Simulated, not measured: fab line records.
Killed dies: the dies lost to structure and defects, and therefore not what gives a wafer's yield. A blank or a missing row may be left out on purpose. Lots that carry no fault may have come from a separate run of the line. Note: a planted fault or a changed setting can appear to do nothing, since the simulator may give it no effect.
fab line records / flow sky130
record: lots: 6 wafers: 18 last-day: 50
route steps=708 shown LDD_N@239 PAD_OPEN@708
lots with no fault: from the same line, run without faults
start-h: hours from the record's opening day to when the first of the lot's shown wafers began / wait-h: how many hours have passed since the lot's step before this one / " the same as in the row above / L1.1+2: a row that stands for several wafers / - value missing, or start not given / * or withheld: withheld / < > ~ a bound
route shown NAME@n: NAME is a module with steps in the file, n the number in the route of the first one / usual: mean/standard deviation taken from wafers without a fault / same: alike in all rows / chamber/n: place in a boat / sites: per-site readings / _std_site: standard deviation of those values / _edge_site: the outer-site mean with the inner-site mean subtracted / radius-mm: how far each site lies from the wafer's centre / mask NAME#n: copy n / behind: the last tool/chamber to shape the wafer / hold: cause of the lot's hold/its duration in hours/its outcome / device: the transistor (n, p or np) that didn't switch / end of line: at the end of the route, the tests of the same wafers / step lacking rows: just its recipe / killed: the dies lost at the first sort to structure and to defects; this is not the yield of the wafer / map: dies across one wafer; x = killed, . = not, _ = none there
set.NAME: the setting that was run; set.NAME@STEP: the one run at that earlier step / model.NAME: the simulator's own value behind a step, which no gauge read
a table for each step, a row for each wafer; lots at some steps of the route
services: when a tool's chamber went out of use (start-h, in hours from the record's first day, below 0 if earlier), for how many hours, and the reason
== steps ==
step: SKY_LDD_N_COAT_02
recipe: resist: NOVOLAK spin-rpm: 3000 resist-thk-nm: 300
step: SKY_LDD_N_SOFTBAKE_03
recipe: temp-c: 90 time-s: 60 resist: NOVOLAK
step: SKY_LDD_N_EXPOSE_04
recipe: mask-id: NTM target-cd-nm: 840 na: 0.6 source-shape: conventional sigma-outer: 0.6 dose-mj: 110
step: SKY_LDD_N_PEB_05
recipe: temp-c: withheld time-s: * resist: NOVOLAK
step: SKY_LDD_N_DEVELOP_06
recipe: develop-time-s: 60 dev-temp-c: 23
step: SKY_LDD_N_OVL_MEAS_07
usual: LDD_N_OVL: -0.9/1.3
lot.wafer=L908.1 tool=overlay-02 chamber=- start-h=408.87 wait-h=0.1 LDD_N_OVL[nm]=-1.6
lot.wafer=L908.5 tool=overlay-02 chamber=- start-h=408.87 wait-h=0.1 LDD_N_OVL[nm]=-1.1
lot.wafer=L908.6 tool=overlay-02 chamber=- start-h=408.87 wait-h=0.1 LDD_N_OVL[nm]=-1.3
lot.wafer=L914.1 tool=overlay-01 chamber=- start-h=455.32 wait-h=0.1 LDD_N_OVL[nm]=-1.3
lot.wafer=L914.2 tool=overlay-01 chamber=- start-h=455.32 wait-h=0.1 LDD_N_OVL[nm]=-1.9
lot.wafer=L914.4 tool=overlay-01 chamber=- start-h=455.32 wait-h=0.1 LDD_N_OVL[nm]=-1.9
lot.wafer=L928.1 tool=overlay-02 chamber=- start-h=578.49 wait-h=0.1 LDD_N_OVL[nm]=1.1
lot.wafer=L928.2 tool=overlay-02 chamber=- start-h=578.49 wait-h=0.1 LDD_N_OVL[nm]=0.0
lot.wafer=L928.5 tool=overlay-02 chamber=- start-h=578.49 wait-h=0.1 LDD_N_OVL[nm]=-1.0
lot.wafer=L929.2 tool=overlay-01 chamber=- start-h=586.14 wait-h=0.1 LDD_N_OVL[nm]=-0.3
lot.wafer=L929.3 tool=overlay-01 chamber=- start-h=586.14 wait-h=0.1 LDD_N_OVL[nm]=-1.2
lot.wafer=L929.4 tool=overlay-01 chamber=- start-h=586.14 wait-h=0.1 LDD_N_OVL[nm]=-0.8
lot.wafer=L930.1 tool=overlay-01 chamber=- start-h=599.02 wait-h=0.1 LDD_N_OVL[nm]=-2.0
lot.wafer=L930.4 tool=overlay-01 chamber=- start-h=599.02 wait-h=0.1 LDD_N_OVL[nm]=-3.5
lot.wafer=L930.6 tool=overlay-01 chamber=- start-h=599.02 wait-h=0.1 LDD_N_OVL[nm]=-0.3
lot.wafer=L931.2 tool=overlay-02 chamber=- start-h=602.64 wait-h=0.1 LDD_N_OVL[nm]=-0.8
lot.wafer=L931.3 tool=overlay-02 chamber=- start-h=602.64 wait-h=0.1 LDD_N_OVL[nm]=0.4
lot.wafer=L931.4 tool=overlay-02 chamber=- start-h=602.64 wait-h=0.1 LDD_N_OVL[nm]=0.6
step: SKY_LDD_N_IMPLANT_08
recipe: species: As energy-kev: 20 dose-cm2: 7.5e+13 tilt-deg: withheld rotation-deg: 23
step: SKY_LDD_N_IMPLANT_09
recipe: species: As energy-kev: 20 dose-cm2: 7.5e+13 tilt-deg: withheld rotation-deg: 113
step: SKY_LDD_N_IMPLANT_10
recipe: species: As energy-kev: 20 dose-cm2: 7.5e+13 tilt-deg: withheld rotation-deg: 203
step: SKY_LDD_N_IMPLANT_11
recipe: species: As energy-kev: 20 dose-cm2: 7.5e+13 tilt-deg: withheld rotation-deg: 293
step: SKY_LDD_N_IMPLANT_12
recipe: species: BF2 energy-kev: 50 dose-cm2: 5e+12 tilt-deg: 30 rotation-deg: 0
step: SKY_LDD_N_IMPLANT_13
recipe: species: BF2 energy-kev: 50 dose-cm2: 5e+12 tilt-deg: 30 rotation-deg: 90
step: SKY_LDD_N_IMPLANT_14
recipe: species: BF2 energy-kev: 50 dose-cm2: 5e+12 tilt-deg: 30 rotation-deg: 180
usual: dose-ions-cm2: 5e+12/5.5e+09 faraday-current-uA: 28.1/0.57 rotation-deg: 180.00/0.041
lot.wafer=L908.1 tool=implanter-03 chamber=0 start-h=409.80 wait-h=0.1 dose-ions-cm2=5.004e+12 faraday-current-uA=28.0 rotation-deg=180.02
lot.wafer=L908.5 tool=implanter-03 chamber=0 start-h=409.80 wait-h=0.1 dose-ions-cm2=5.007e+12 faraday-current-uA=28.5 rotation-deg=180.00
lot.wafer=L908.6 tool=implanter-03 chamber=0 start-h=409.80 wait-h=0.1 dose-ions-cm2=4.999e+12 faraday-current-uA=28.2 rotation-deg=180.02
lot.wafer=L914.1 tool=implanter-01 chamber=0 start-h=456.25 wait-h=0.1 dose-ions-cm2=4.999e+12 faraday-current-uA=28.6 rotation-deg=180.04
lot.wafer=L914.2 tool=implanter-01 chamber=0 start-h=456.25 wait-h=0.1 dose-ions-cm2=4.997e+12 faraday-current-uA=28.1 rotation-deg=180.06
lot.wafer=L914.4 tool=implanter-01 chamber=0 start-h=456.25 wait-h=0.1 dose-ions-cm2=4.993e+12 faraday-current-uA=27.2 rotation-deg=180.00
lot.wafer=L928.1 tool=implanter-01 chamber=0 start-h=579.42 wait-h=0.1 dose-ions-cm2=3.103e+12 faraday-current-uA=18.2 rotation-deg=179.93
lot.wafer=L928.2 tool=implanter-01 chamber=0 start-h=579.42 wait-h=0.1 dose-ions-cm2=3.11e+12 faraday-current-uA=16.8 rotation-deg=180.01
lot.wafer=L928.5 tool=implanter-01 chamber=0 start-h=579.42 wait-h=0.1 dose-ions-cm2=3.106e+12 faraday-current-uA=17.4 rotation-deg=179.99
lot.wafer=L929.2 tool=implanter-01 chamber=0 start-h=587.10 wait-h=0.1 dose-ions-cm2=3.102e+12 faraday-current-uA=17.1 rotation-deg=179.95
lot.wafer=L929.3 tool=implanter-01 chamber=0 start-h=587.10 wait-h=0.1 dose-ions-cm2=3.098e+12 faraday-current-uA=17.4 rotation-deg=179.95
lot.wafer=L929.4 tool=implanter-01 chamber=0 start-h=587.10 wait-h=0.1 dose-ions-cm2=3.113e+12 faraday-current-uA=17.6 rotation-deg=179.97
lot.wafer=L930.1 tool=implanter-03 chamber=0 start-h=599.95 wait-h=0.1 dose-ions-cm2=5.002e+12 faraday-current-uA=28.5 rotation-deg=180.00
lot.wafer=L930.4 tool=implanter-03 chamber=0 start-h=599.95 wait-h=0.1 dose-ions-cm2=4.999e+12 faraday-current-uA=28.3 rotation-deg=180.01
lot.wafer=L930.6 tool=implanter-03 chamber=0 start-h=599.95 wait-h=0.1 dose-ions-cm2=5e+12 faraday-current-uA=28.3 rotation-deg=180.02
lot.wafer=L931.2 tool=implanter-03 chamber=0 start-h=603.60 wait-h=0.1 dose-ions-cm2=5.005e+12 faraday-current-uA=28.0 rotation-deg=180.02
lot.wafer=L931.3 tool=implanter-03 chamber=0 start-h=603.60 wait-h=0.1 dose-ions-cm2=5.003e+12 faraday-current-uA=28.5 rotation-deg=179.97
lot.wafer=L931.4 tool=implanter-03 chamber=0 start-h=603.60 wait-h=0.1 dose-ions-cm2=5.001e+12 faraday-current-uA=27.5 rotation-deg=180.01
step: SKY_LDD_N_IMPLANT_15
recipe: species: BF2 energy-kev: 50 dose-cm2: 5e+12 tilt-deg: 30 rotation-deg: 270
step: SKY_PAD_OPEN_PROBE_99
usual: killed_at_M0_to_M3: 44/8.6 killed_at_M4_up: 3.4/1.9 killed-at-contacts: 23/5.7 killed-at-front-end: 15/4.5 killed-at-other: 0.4/0.62 killed-dies: 86/11 killed-open: 46/7.6 killed-short: 39/6.3
same: gross-dies: 492 killed-at-back-side: 0
lot.wafer=L908.1 tool=prober-02 chamber=- start-h=1085.39 wait-h=0.1 killed_at_M0_to_M3=32 killed_at_M4_up=3 killed-at-contacts=19 killed-at-front-end=7 killed-at-other=1 killed-dies=62 killed-open=37 killed-short=25 model.etest.nfet_01v8_swapped.vt-sat-v=0.6457 model.etest.nfet_01v8_swapped.vt-v=0.7013 model.etest.nfet_01v8_lvt.vt-v=0.6074 model.etest.nfet_01v8.vt-v=0.7011
lot.wafer=L908.5 tool=prober-02 chamber=- start-h=1085.59 wait-h=0.2 killed_at_M0_to_M3=35 killed_at_M4_up=6 killed-at-contacts=23 killed-at-front-end=15 killed-at-other=0 killed-dies=79 killed-open=37 killed-short=42 model.etest.nfet_01v8_swapped.vt-sat-v=0.6492 model.etest.nfet_01v8_swapped.vt-v=0.7018 model.etest.nfet_01v8_lvt.vt-v=0.6093 model.etest.nfet_01v8.vt-v=0.7016
lot.wafer=L908.6 tool=prober-02 chamber=- start-h=1085.64 wait-h=0.2 killed_at_M0_to_M3=30 killed_at_M4_up=3 killed-at-contacts=31 killed-at-front-end=8 killed-at-other=0 killed-dies=72 killed-open=42 killed-short=30 model.etest.nfet_01v8_swapped.vt-sat-v=0.6347 model.etest.nfet_01v8_swapped.vt-v=0.6932 model.etest.nfet_01v8_lvt.vt-v=0.6037 model.etest.nfet_01v8.vt-v=0.6931
lot.wafer=L914.1 tool=prober-02 chamber=- start-h=1117.49 wait-h=0.1 killed_at_M0_to_M3=56 killed_at_M4_up=2 killed-at-contacts=22 killed-at-front-end=22 killed-at-other=2 killed-dies=104 killed-open=63 killed-short=40 model.etest.nfet_01v8_swapped.vt-sat-v=0.6503 model.etest.nfet_01v8_swapped.vt-v=0.7013 model.etest.nfet_01v8_lvt.vt-v=0.609 model.etest.nfet_01v8.vt-v=0.7014
lot.wafer=L914.2 tool=prober-02 chamber=- start-h=1117.54 wait-h=0.1 killed_at_M0_to_M3=46 killed_at_M4_up=4 killed-at-contacts=31 killed-at-front-end=19 killed-at-other=0 killed-dies=100 killed-open=54 killed-short=46 model.etest.nfet_01v8_swapped.vt-sat-v=0.6584 model.etest.nfet_01v8_swapped.vt-v=0.7088 model.etest.nfet_01v8_lvt.vt-v=0.6159 model.etest.nfet_01v8.vt-v=0.7087
lot.wafer=L914.4 tool=prober-02 chamber=- start-h=1117.64 wait-h=0.2 killed_at_M0_to_M3=55 killed_at_M4_up=3 killed-at-contacts=26 killed-at-front-end=15 killed-at-other=0 killed-dies=99 killed-open=62 killed-short=37 model.etest.nfet_01v8_swapped.vt-sat-v=0.665 model.etest.nfet_01v8_swapped.vt-v=0.7103 model.etest.nfet_01v8_lvt.vt-v=0.6182 model.etest.nfet_01v8.vt-v=0.7102
lot.wafer=L928.1 tool=prober-02 chamber=- start-h=1190.71 wait-h=0.1 killed_at_M0_to_M3=49 killed_at_M4_up=5 killed-at-contacts=25 killed-at-front-end=18 killed-at-other=0 killed-dies=97 killed-open=50 killed-short=45 model.etest.nfet_01v8_swapped.vt-sat-v=0.6297 model.etest.nfet_01v8_swapped.vt-v=0.6872 model.etest.nfet_01v8_lvt.vt-v=0.5995 model.etest.nfet_01v8.vt-v=0.688
lot.wafer=L928.2 tool=prober-02 chamber=- start-h=1190.76 wait-h=0.1 killed_at_M0_to_M3=32 killed_at_M4_up=1 killed-at-contacts=31 killed-at-front-end=14 killed-at-other=0 killed-dies=78 killed-open=41 killed-short=36 model.etest.nfet_01v8_swapped.vt-sat-v=0.6173 model.etest.nfet_01v8_swapped.vt-v=0.6813 model.etest.nfet_01v8_lvt.vt-v=0.5924 model.etest.nfet_01v8.vt-v=0.683
lot.wafer=L928.5 tool=prober-02 chamber=- start-h=1190.91 wait-h=0.2 killed_at_M0_to_M3=31 killed_at_M4_up=3 killed-at-contacts=25 killed-at-front-end=18 killed-at-other=0 killed-dies=77 killed-open=40 killed-short=36 model.etest.nfet_01v8_swapped.vt-sat-v=0.616 model.etest.nfet_01v8_swapped.vt-v=0.6784 model.etest.nfet_01v8_lvt.vt-v=0.5896 model.etest.nfet_01v8.vt-v=0.6795
lot.wafer=L929.2 tool=prober-01 chamber=- start-h=1194.97 wait-h=0.1 killed_at_M0_to_M3=45 killed_at_M4_up=5 killed-at-contacts=18 killed-at-front-end=17 killed-at-other=0 killed-dies=85 killed-open=52 killed-short=33 model.etest.nfet_01v8_swapped.vt-sat-v=0.6164 model.etest.nfet_01v8_swapped.vt-v=0.6822 model.etest.nfet_01v8_lvt.vt-v=0.5951 model.etest.nfet_01v8.vt-v=0.6824
lot.wafer=L929.3 tool=prober-01 chamber=- start-h=1195.02 wait-h=0.2 killed_at_M0_to_M3=39 killed_at_M4_up=3 killed-at-contacts=22 killed-at-front-end=13 killed-at-other=1 killed-dies=78 killed-open=43 killed-short=34 model.etest.nfet_01v8_swapped.vt-sat-v=0.6165 model.etest.nfet_01v8_swapped.vt-v=0.6834 model.etest.nfet_01v8_lvt.vt-v=0.5954 model.etest.nfet_01v8.vt-v=0.6841
lot.wafer=L929.4 tool=prober-01 chamber=- start-h=1195.07 wait-h=0.2 killed_at_M0_to_M3=33 killed_at_M4_up=2 killed-at-contacts=15 killed-at-front-end=10 killed-at-other=1 killed-dies=61 killed-open=34 killed-short=27 model.etest.nfet_01v8_swapped.vt-sat-v=0.619 model.etest.nfet_01v8_swapped.vt-v=0.6867 model.etest.nfet_01v8_lvt.vt-v=0.5957 model.etest.nfet_01v8.vt-v=0.6877
lot.wafer=L930.1 tool=prober-02 chamber=- start-h=1200.79 wait-h=0.1 killed_at_M0_to_M3=42 killed_at_M4_up=1 killed-at-contacts=36 killed-at-front-end=14 killed-at-other=0 killed-dies=93 killed-open=48 killed-short=45 model.etest.nfet_01v8_swapped.vt-sat-v=0.6672 model.etest.nfet_01v8_swapped.vt-v=0.7143 model.etest.nfet_01v8_lvt.vt-v=0.6227 model.etest.nfet_01v8.vt-v=0.7138
lot.wafer=L930.4 tool=prober-02 chamber=- start-h=1200.94 wait-h=0.2 killed_at_M0_to_M3=45 killed_at_M4_up=5 killed-at-contacts=19 killed-at-front-end=22 killed-at-other=1 killed-dies=92 killed-open=48 killed-short=43 model.etest.nfet_01v8_swapped.vt-sat-v=0.6586 model.etest.nfet_01v8_swapped.vt-v=0.7086 model.etest.nfet_01v8_lvt.vt-v=0.6185 model.etest.nfet_01v8.vt-v=0.7086
lot.wafer=L930.6 tool=prober-02 chamber=- start-h=1201.04 wait-h=0.2 killed_at_M0_to_M3=47 killed_at_M4_up=1 killed-at-contacts=23 killed-at-front-end=13 killed-at-other=0 killed-dies=84 killed-open=53 killed-short=30 model.etest.nfet_01v8_swapped.vt-sat-v=0.6654 model.etest.nfet_01v8_swapped.vt-v=0.715 model.etest.nfet_01v8_lvt.vt-v=0.6184 model.etest.nfet_01v8.vt-v=0.7146
lot.wafer=L931.2 tool=prober-01 chamber=- start-h=1202.02 wait-h=0.1 killed_at_M0_to_M3=26 killed_at_M4_up=7 killed-at-contacts=31 killed-at-front-end=14 killed-at-other=0 killed-dies=78 killed-open=44 killed-short=33 model.etest.nfet_01v8_swapped.vt-sat-v=0.647 model.etest.nfet_01v8_swapped.vt-v=0.6977 model.etest.nfet_01v8_lvt.vt-v=0.6108 model.etest.nfet_01v8.vt-v=0.6971
lot.wafer=L931.3 tool=prober-01 chamber=- start-h=1202.07 wait-h=0.2 killed_at_M0_to_M3=45 killed_at_M4_up=4 killed-at-contacts=32 killed-at-front-end=28 killed-at-other=0 killed-dies=109 killed-open=52 killed-short=56 model.etest.nfet_01v8_swapped.vt-sat-v=0.6494 model.etest.nfet_01v8_swapped.vt-v=0.6975 model.etest.nfet_01v8_lvt.vt-v=0.6098 model.etest.nfet_01v8.vt-v=0.6969
lot.wafer=L931.4 tool=prober-01 chamber=- start-h=1202.12 wait-h=0.2 killed_at_M0_to_M3=50 killed_at_M4_up=4 killed-at-contacts=36 killed-at-front-end=13 killed-at-other=0 killed-dies=103 killed-open=58 killed-short=44 model.etest.nfet_01v8_swapped.vt-sat-v=0.6524 model.etest.nfet_01v8_swapped.vt-v=0.7009 model.etest.nfet_01v8_lvt.vt-v=0.6094 model.etest.nfet_01v8.vt-v=0.7009
killed by level:class
L908.1 VIA1:geometric-particle:open=11 CONTACT:geometric-particle:open=7 LI_CONTACT:geometric-particle:open=6 VIA1:geometric-particle:short=4 VIA2:geometric-particle:short=4 POLY_GATE:geometric-particle:open=3 LI_CONTACT:geometric-particle:short=3 LOCAL_INTERCONNECT:geometric-particle:short=3
L908.5 CONTACT:geometric-particle:open=8 VIA1:geometric-particle:open=8 CONTACT:geometric-particle:short=7 METAL2:geometric-particle:short=6 VIA2:geometric-particle:open=6 VIA3:geometric-particle:open=5 FIELD_ISO:geometric-particle:short=3 METAL1:geometric-particle:short=3
L908.6 CONTACT:geometric-particle:open=14 VIA1:geometric-particle:open=11 CONTACT:geometric-particle:short=7 LI_CONTACT:geometric-particle:open=5 VIA2:geometric-particle:open=4 LOCAL_INTERCONNECT:geometric-particle:short=3 VIA1:geometric-particle:short=3 METAL4:geometric-particle:short=3
L914.1 VIA1:geometric-particle:open=11 VIA2:geometric-particle:open=10 CONTACT:geometric-particle:open=10 METAL1:geometric-particle:short=8 VIA3:geometric-particle:open=8 FIELD_ISO:geometric-particle:open=7 POLY_GATE:geometric-particle:short=6 LI_CONTACT:geometric-particle:open=6
L914.2 CONTACT:geometric-particle:open=13 LI_CONTACT:geometric-particle:open=10 VIA1:geometric-particle:short=9 VIA1:geometric-particle:open=8 METAL1:geometric-particle:short=7 FIELD_ISO:geometric-particle:open=6 METAL2:geometric-particle:short=6 VIA3:geometric-particle:open=6
L914.4 VIA1:geometric-particle:open=17 CONTACT:geometric-particle:open=12 VIA2:geometric-particle:open=9 LI_CONTACT:geometric-particle:open=7 VIA3:geometric-particle:open=6 METAL1:geometric-particle:short=6 FIELD_ISO:geometric-particle:short=5 CONTACT:geometric-particle:short=5
L928.1 VIA2:geometric-particle:open=9 METAL1:geometric-particle:short=9 LI_CONTACT:geometric-particle:open=8 CONTACT:geometric-particle:open=7 VIA1:geometric-particle:open=6 POLY_GATE:geometric-particle:short=5 VIA1:geometric-particle:short=5 VIA3:geometric-particle:open=5
L928.2 CONTACT:geometric-particle:open=11 VIA1:geometric-particle:open=10 METAL1:geometric-particle:short=9 LI_CONTACT:geometric-particle:open=8 CONTACT:geometric-particle:short=7 FIELD_ISO:geometric-particle:open=4 POLY_GATE:geometric-particle:short=4 LI_CONTACT:geometric-particle:short=3
L928.5 POLY_GATE:geometric-particle:short=7 LI_CONTACT:geometric-particle:open=7 CONTACT:geometric-particle:open=7 VIA2:geometric-particle:open=7 VIA1:geometric-particle:open=7 CONTACT:geometric-particle:short=5 METAL1:geometric-particle:short=5 FIELD_ISO:geometric-particle:short=4
L929.2 VIA1:geometric-particle:open=11 VIA2:geometric-particle:open=9 LI_CONTACT:geometric-particle:open=8 METAL3:geometric-particle:short=6 POLY_GATE:geometric-particle:open=5 METAL2:geometric-particle:short=5 FIELD_ISO:geometric-particle:open=4 METAL1:geometric-particle:short=4
L929.3 CONTACT:geometric-particle:open=9 METAL1:geometric-particle:short=8 VIA1:geometric-particle:open=8 VIA2:geometric-particle:open=7 LI_CONTACT:geometric-particle:open=6 METAL2:geometric-particle:short=6 POLY_GATE:geometric-particle:short=5 VIA2:geometric-particle:short=4
L929.4 LI_CONTACT:geometric-particle:open=5 METAL1:geometric-particle:short=5 METAL2:geometric-particle:short=5 CONTACT:geometric-particle:short=4 CONTACT:geometric-particle:open=4 METAL1:geometric-particle:open=4 VIA1:geometric-particle:open=4 VIA2:geometric-particle:open=4
L930.1 LI_CONTACT:geometric-particle:open=9 CONTACT:geometric-particle:open=9 LOCAL_INTERCONNECT:geometric-particle:short=7 VIA2:geometric-particle:open=7 VIA1:geometric-particle:short=7 CONTACT:geometric-particle:short=6 VIA1:geometric-particle:open=5 VIA3:geometric-particle:open=5
L930.4 FIELD_ISO:geometric-particle:open=9 LI_CONTACT:geometric-particle:open=8 VIA1:geometric-particle:open=8 METAL1:geometric-particle:short=7 CONTACT:geometric-particle:open=6 VIA1:geometric-particle:short=6 VIA2:geometric-particle:open=6 METAL4:geometric-particle:short=5
L930.6 VIA1:geometric-particle:open=12 CONTACT:geometric-particle:open=9 VIA2:geometric-particle:open=9 LI_CONTACT:geometric-particle:open=8 VIA1:geometric-particle:short=6 POLY_GATE:geometric-particle:open=5 METAL1:geometric-particle:short=4 VIA3:geometric-particle:open=4
L931.2 CONTACT:geometric-particle:open=11 LI_CONTACT:geometric-particle:open=10 VIA1:geometric-particle:open=9 METAL4:geometric-particle:short=6 LOCAL_INTERCONNECT:geometric-particle:short=5 CONTACT:geometric-particle:short=5 FIELD_ISO:geometric-particle:open=4 FIELD_ISO:geometric-particle:short=4
L931.3 VIA1:geometric-particle:open=10 LI_CONTACT:geometric-particle:open=9 CONTACT:geometric-particle:open=9 POLY_GATE:geometric-particle:short=8 VIA2:geometric-particle:open=6 FIELD_ISO:geometric-particle:short=5 POLY_GATE:geometric-particle:open=5 LOCAL_INTERCONNECT:geometric-particle:short=5
L931.4 LI_CONTACT:geometric-particle:open=14 VIA1:geometric-particle:open=9 VIA3:geometric-particle:open=9 CONTACT:geometric-particle:open=8 METAL1:geometric-particle:short=7 VIA2:geometric-particle:open=7 LOCAL_INTERCONNECT:geometric-particle:short=5 CONTACT:geometric-particle:short=5
== services ==
tool=implanter-03 chamber=- start-h=481.24 hours=1.1 kind=repair
tool=implanter-01 chamber=- start-h=531.40 hours=4.6 kind=pm
tool=implanter-03 chamber=- start-h=566.77 hours=3.4 kind=pm
== key ==
first-sign: step: SKY_LDD_N_IMPLANT_14 reading: dose-ions-cm2 direction: down sigmas: 99+ usual: * struck: *
effect: step: SKY_LDD_N_IMPLANT_14 reading: faraday-current-uA direction: down sigmas: 19 usual: 28.1 struck: 17.4
model-effect: step: SKY_PAD_OPEN_PROBE_99 value: etest.nfet_01v8_swapped.vt-sat-v without: 0.6446 struck: 0.6191
met-at SKY_LDD_N_IMPLANT_14
struck-wafers L928.1,L928.2,L928.5,L929.2,L929.3,L929.4
tester-left-out L928,L929
onset-between 456.25 579.42
fault: kind: process-parameter-drift tool: implanter-01 chamber: - onset-h: 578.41 steps: SKY_LDD_N_IMPLANT_14 channel: dose-cm2 offset: * shape: step end-h: 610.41 acts-in: * stated: *
tester-left-out: of these lots the tester's yield and bins aren't shown, on N5 and GAA mostly nor the transistor test; their killed dies are dies lost to structure and defects alone, not to doping, threshold or leakage, so they don't give the yield
